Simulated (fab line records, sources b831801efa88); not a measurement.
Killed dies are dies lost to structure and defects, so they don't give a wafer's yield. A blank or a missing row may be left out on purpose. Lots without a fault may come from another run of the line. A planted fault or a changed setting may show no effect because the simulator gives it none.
Chamber matching | flow gf180mcu | GF_V5_CVD_00 on hdpcvd-02: 3 sister chambers
The step deposits SiO2, target thk 300 nm, time 50 s. 3 wafers are shown with their chamber, then 8 later ones without.

WAFERS WITH THEIR CHAMBER
wafer  | chamber | sih4_flow_sccm (sccm)
L566.4 | 0       | 59.84
L573.2 | 2       | 59.97
L577.2 | 1       | 59.87

WAFERS WITHOUT THEIR CHAMBER
wafer  | sih4_flow_sccm (sccm)
L577.5 | 59.98
L577.6 | 59.97
L579.2 | 60.09
L579.3 | 60.25
L579.4 | 59.99
L580.2 | 60.08
L580.5 | 60.30
L580.6 | 60.17

WHICH CHAMBER EACH WENT THROUGH
wafer  | from the rows above          | in truth
L577.5 | can't be placed: 2 or 1 or 0 | 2
L577.6 | can't be placed: 2 or 1 or 0 | 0
L579.2 | can't be placed: 2 or 1 or 0 | 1
L579.3 | can't be placed: 2 or 1 or 0 | 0
L579.4 | can't be placed: 2 or 1 or 0 | 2
L580.2 | can't be placed: 2 or 1 or 0 | 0
L580.5 | can't be placed: 2 or 1 or 0 | 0
L580.6 | can't be placed: 2 or 1 or 0 | 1
Placed correctly: 0 of 8. Can't be placed from these rows: 8 (the true chamber is among the candidates in 8). Placed wrongly: 0.
How it was worked out, from the rows above alone: a wafer's distance from a chamber is the root of the sum, over the readings, of the square of ((its reading less the chamber's mean) divided by the reading's scatter). The wafer belongs to the nearest chamber; if the next one is less than 2 further off, it can't be placed. A chamber's mean is the mean of its shown wafers. The scatter: with one shown wafer a chamber, the root of the mean of the squares of how far each hidden wafer lies from its nearest shown one.
